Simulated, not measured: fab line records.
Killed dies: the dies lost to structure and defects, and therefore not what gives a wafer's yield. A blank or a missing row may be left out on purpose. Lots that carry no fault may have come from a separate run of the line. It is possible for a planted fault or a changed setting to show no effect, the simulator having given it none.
Chamber matching ; flow sfq line ; SFQ_TRILAYER_I6_CMP_CMP_166 on cmp-01: 4 sister chambers
The step polishes SiO2. 7 wafers are shown with their chamber, then 6 later ones without.

## WAFERS, EACH WITH ITS CHAMBER
wafer;chamber;motor current A (A);retaining ring pressure frac
L674.3;3;10.1;1.006
L675.2;2;9.8;1.004
L676.3;0;10.7;1.003
L676.2;2;9.6;0.993
L676.6;1;9.9;1.002
L677.1;1;9.8;1.003
L677.2;0;10.7;0.998

## WAFERS MISSING THEIR CHAMBER
wafer;motor current A (A);retaining ring pressure frac
L677.3;10.2;0.993
L679.1;9.8;1.006
L679.4;10.3;0.990
L679.5;9.7;0.997
L682.1;10.2;1.001
L684.1;10.1;0.993

## THE CHAMBER EACH PASSED THROUGH
wafer;from the rows above;in truth
L677.3;can't be placed: 3 or 1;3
L679.1;can't be placed: 1 or 2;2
L679.4;can't be placed: 3 or 0 or 1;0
L679.5;can't be placed: 2 or 1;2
L682.1;3;3
L684.1;can't be placed: 3 or 1 or 2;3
Correct placement for 1 of the 6. From these rows, 5 cannot be placed; in 5 the true chamber is one of the candidates. 0 placed wrongly.
How it was worked out, from the rows above alone: a wafer's distance from a chamber is the root of the sum, over the readings, of the square of ((its reading less the chamber's mean) divided by the reading's scatter). The wafer belongs to the nearest chamber; if the next one is less than 2 further off, it can't be placed. For every chamber, the mean is computed from those of its wafers that are shown. The scatter: the root of (the sum of the squares of (reading less its chamber's mean) over the shown wafers, divided by (wafers less chambers)).
